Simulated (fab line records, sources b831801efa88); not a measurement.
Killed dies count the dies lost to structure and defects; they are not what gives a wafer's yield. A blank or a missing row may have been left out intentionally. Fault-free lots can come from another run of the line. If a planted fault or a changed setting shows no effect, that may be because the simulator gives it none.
Comparing a struck lot with a sound one ; flow gf180mcu ; 14 out of 602 route steps
Sound: the wafers L131.1, L131.2, L131.4. Struck: wafer L140.1 (left out: L140.2, L140.4 of the same lot, which were not struck); the cause appears at the end.
Order at every step that has rows: each side's tool, ch and its chambers, its first start. Under that, the readings that differ: sound wafers ; struck wafers ; difference of the means ; sigmas: that difference in standard deviations of wafers without a fault.
alike: words and numbers the same on both sides, and readings whose means are apart by under 2 such deviations; not compared: readings that were withheld, readings missing a value for some wafer, numbers with overlapping values and no deviation given by the record, and bounds like >300 which may hide the same value.
The two part at a step that has a row with sigmas, a row that says differs or no value, or rows on one side only. When numbers do not overlap yet have no deviation, they are printed without sigmas and do not part them. Lack of a reading on every wafer of one side parts them only where that side has two or more wafers.

GF_V3_ETCH_16: etches BARC in N2/H2.
  sound on rie-diel-04 ch 1,2,3, day 22 10:52; struck on rie-diel-04 ch 3, day 25 15:28
  alike: drypump-motor-current-A, oes-product-au, throttle-valve-pct
then, 4 steps without rows for these wafers: GF_V3_ETCH_17 (etches SiO2 in C4F8/O2/Ar, stops on TiN, target depth 635 nm); GF_V3_STRIP_18 (strips in O2/N2); GF_V3_STRIP_19 (strips in post etch residue remover, time 1200 s); GF_V3_CLEAN_20 (cleans in DIW).
GF_V3_SPUTTER_21: material Ti, target thk 15 nm, time 80.02 s.
  struck on pvd-sputter-01, day 25 16:07; sound on pvd-sputter-04, day 22 11:31
  alike: chamber-pressure-pa, throttle-valve-pct
then, 2 steps without rows for these wafers: GF_V3_SPUTTER_22 (material TiN, target thk 10 nm, time 40 s); GF_V3_CVD_23 (deposits W, target thk 350 nm, time 104.9 s).
GF_V3_RS_MEAS_24: the measuring method here is four-point-probe.
  struck on film-metro-02, day 25 16:20; sound on film-metro-02, day 22 11:44
  alike: V3_W_RS
GF_V3_THK_MEAS_25: measures by xrf.
  struck on film-metro-02, day 25 16:27; sound on film-metro-02, day 22 11:51
  alike: V3_W_THK
GF_V3_CMP_26: polishes, stops on SiO2, t overpolish 15 s, target thk 0 nm.
  sound on cmp-02 ch 0,2,3, day 22 11:58; struck on cmp-01 ch 2, day 25 16:31
  alike: motor-current-A, overpolish-run-s, slurry-flow-ml-min, time-to-endpoint-s
GF_M4_SPUTTER_00: material Ti, target thk 37.5 nm, time 150 s.
  struck on pvd-sputter-02, day 25 16:49; sound on pvd-sputter-02, day 22 12:13
  alike: chamber-pressure-pa, throttle-valve-pct
GF_M4_SPUTTER_01: material TiN, target thk 30 nm, time 25 s.
  struck on pvd-sputter-02, day 25 16:55; sound on pvd-sputter-02, day 22 12:19
reading;sound;struck;difference;sigmas
model.TiN_of_M4_SPUTTER_01.thk-nm (nm);30.19 30.57 29.91;26.34;-3.88;
  alike: chamber-pressure-pa, throttle-valve-pct
GF_M4_SPUTTER_02: material AlCu, target thk 450 nm, time 23.9 s.
  struck on pvd-sputter-02, day 25 16:56; sound on pvd-sputter-02, day 22 12:20
  alike: chamber-pressure-pa, throttle-valve-pct

## WHERE THEY PART
Nowhere in this record.

WHY: what the simulator had put in
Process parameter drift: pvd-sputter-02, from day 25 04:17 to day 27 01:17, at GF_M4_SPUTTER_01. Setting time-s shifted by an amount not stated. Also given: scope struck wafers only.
